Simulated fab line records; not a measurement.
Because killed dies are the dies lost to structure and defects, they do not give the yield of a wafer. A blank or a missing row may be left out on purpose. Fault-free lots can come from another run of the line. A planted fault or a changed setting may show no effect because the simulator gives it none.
Which tool did it?    flow sky130    12 lots with 36 wafers sampled at 4 steps, on a route of 708 steps

WHAT THE GAUGES READ, wafer by wafer
SKY_SONOS_ONO_THK_MEAS_05.
lot   measured      on             SONOS_ONO_CVD_04_THK (nm)
L446  day 11 20:55  film-metro-02  5.72 5.73 5.85
L448  day 12 06:29  film-metro-01  5.93 5.78 5.80
L449  day 12 17:01  film-metro-03  5.59 5.61 5.72
L450  day 12 21:50  film-metro-02  5.79 5.81 5.81
L454  day 14 01:38  film-metro-01  5.68 5.67 5.70
L457  day 15 01:53  film-metro-02  5.87 5.95 5.84
L459  day 16 03:03  film-metro-03  5.78 5.76 5.67
L460  day 16 04:25  film-metro-03  5.66 5.80 5.73
L466  day 18 14:20  film-metro-01  5.82 5.96 5.66
L467  day 18 15:51  film-metro-01  5.67 5.66 5.76
L468  day 18 19:10  film-metro-01  5.69 5.63 5.65
L469  day 19 16:47  film-metro-03  5.72 5.83 5.77

SKY_CONTACT_OVL_MEAS_15.
lot   measured      on          CONTACT_OVL (nm)
L446  day 31 21:46  overlay-01  -3 -1 -2
L448  day 32 10:27  overlay-02  5 13 3
L449  day 32 17:40  overlay-01  0 3 6
L450  day 33 00:11  overlay-02  6 0 5
L454  day 34 04:06  overlay-01  -2 8 -2
L457  day 35 02:25  overlay-02  -5 5 1
L459  day 36 01:35  overlay-02  10 6 6
L460  day 36 02:18  overlay-02  -4 5 5
L466  day 38 03:44  overlay-02  2 4 1
L467  day 38 07:08  overlay-01  8 11 5
L468  day 38 10:43  overlay-01  -8 -11 -6
L469  day 39 05:12  overlay-01  -5 -5 -4

WHAT TOOL EACH LOT RAN ON (gives the tool, then ch and the chambers of the sampled wafers, and finally the start)
lot   SKY_FIELD_ISO_ETCH_17            SKY_LDD_P_STRIP_10
L446  rie-si-02 ch 0,2,3, day 2 03:50  plasma-asher-04 ch 0,1, day 19 07:59
L448  rie-si-01 ch 0,2, day 2 14:01    plasma-asher-02 ch 0,1, day 19 16:31
L449  rie-si-01 ch 1,2,3, day 2 21:01  plasma-asher-03 ch 0,1, day 20 05:22
L450  rie-si-01 ch 0,1,3, day 3 03:06  plasma-asher-04 ch 0,1, day 20 13:17
L454  rie-si-02 ch 0,1,3, day 3 23:23  plasma-asher-04 ch 0,1, day 21 20:16
L457  rie-si-02 ch 0,1,3, day 4 13:30  plasma-asher-04 ch 0,1, day 23 00:38
L459  rie-si-01 ch 0,2,3, day 5 03:19  plasma-asher-03 ch 0,1, day 24 04:11
L460  rie-si-01 ch 1,3, day 5 07:50    plasma-asher-03 ch 0,1, day 24 05:31
L466  rie-si-01 ch 1,2, day 6 14:42    plasma-asher-04 ch 0,1, day 26 14:22
L467  rie-si-01 ch 1,3, day 6 18:29    plasma-asher-04 ch 0,1, day 26 16:59
L468  rie-si-01 ch 1,3, day 6 22:53    plasma-asher-02 ch 0,1, day 26 20:01
L469  rie-si-02 ch 0,1,2, day 7 04:46  plasma-asher-03 ch 0,1, day 27 20:05
- SKY_FIELD_ISO_ETCH_17: etches Si in HBr/Cl2/O2, target depth 342 nm, time 97.7 s.
- SKY_LDD_P_STRIP_10: strips in O2/N2.

WHAT THE TOOLS THEMSELVES READ (means of the sampled wafers that have a number; where no wafer has one, the mark that the record gives instead)
SKY_FIELD_ISO_ETCH_17.
lot   tool       HBr_flow_sccm (sccm)  chamber-pressure-mTorr (mTorr)  drypump-motor-current-A (A)  oes-product-au (a.u.)  run-length-s (s)  throttle-valve-pct (%)
L446  rie-si-02  150.2                 14.999                          5.8                          1.007                  126.0             25.652
L448  rie-si-01  149.9                 15.002                          6.0                          0.991                  126.1             25.657
L449  rie-si-01  150.0                 14.990                          5.8                          0.993                  126.0             25.666
L450  rie-si-01  150.3                 15.011                          5.6                          0.998                  126.2             25.659
L454  rie-si-02  150.2                 14.992                          5.7                          0.994                  85.0              25.660
L457  rie-si-02  150.1                 14.981                          5.6                          0.999                  85.0              25.658
L459  rie-si-01  149.4                 14.991                          5.8                          0.998                  126.2             25.656
L460  rie-si-01  150.0                 14.997                          5.5                          1.002                  125.9             25.662
L466  rie-si-01  150.0                 14.990                          6.0                          0.996                  126.2             25.662
L467  rie-si-01  149.7                 15.003                          5.6                          1.003                  126.1             25.657
L468  rie-si-01  149.7                 14.999                          5.6                          1.004                  126.1             25.658
L469  rie-si-02  150.0                 14.995                          6.3                          1.001                  126.2             25.658

SKY_LDD_P_STRIP_10.
lot   tool             chamber-pressure-mTorr (mTorr)  drypump-motor-current-A (A)  n2-flow-sccm (sccm)  oes-product-au (a.u.)  strip-time-to-endpoint-s (s)
L446  plasma-asher-04  1499.6                          5.4                          299.3                0.715                  14.18
L448  plasma-asher-02  1500.1                          6.4                          299.4                0.714                  14.21
L449  plasma-asher-03  1499.3                          5.4                          299.9                0.714                  14.11
L450  plasma-asher-04  1500.9                          5.5                          300.3                0.717                  14.17
L454  plasma-asher-04  1500.0                          5.5                          299.7                0.715                  14.18
L457  plasma-asher-04  1501.1                          5.4                          299.2                0.719                  14.17
L459  plasma-asher-03  1500.4                          5.4                          299.7                0.714                  14.14
L460  plasma-asher-03  1499.5                          5.5                          300.3                0.718                  14.17
L466  plasma-asher-04  1499.4                          5.4                          300.7                0.714                  14.17
L467  plasma-asher-04  1499.4                          5.5                          299.7                0.718                  14.20
L468  plasma-asher-02  1499.8                          6.4                          299.9                0.712                  14.17
L469  plasma-asher-03  1499.8                          5.5                          299.9                0.717                  14.14

THE ANSWER, worked out from the rows above alone
Rule: usual is defined by the lots themselves. Put in order of their means at a reading, lots are off if they are a third of the lots or fewer, leave a main group of 4 or more, and stand apart from it by a gap of 3 or more times the standard deviation of the main group's means; of several such gaps the widest counts. A main group whose means are all the same, to the digits that the tables above print for the reading, isn't used. A lot without any number at a reading at which 4 lots or more have one is off too. All remaining lots with rows at the step are treated as sound. After the gauges, taken in route order, come the tools' own readings; for these a lot's mean is taken, as printed above. The first step at which some lot is off is used, and at that step the reading that is off furthest; a lot without a number counts as furthest.
Off: L454, L457 (SKY_FIELD_ISO_ETCH_17, run-length-s). The main group: mean 126.1 s, standard deviation 0.1.
A tool fits if, at that step or a process step before it, it ran every lot that is off, and no sound lot after the first of them. Not one of the candidates tried fits.

WHAT THE SIMULATOR HAD PUT IN
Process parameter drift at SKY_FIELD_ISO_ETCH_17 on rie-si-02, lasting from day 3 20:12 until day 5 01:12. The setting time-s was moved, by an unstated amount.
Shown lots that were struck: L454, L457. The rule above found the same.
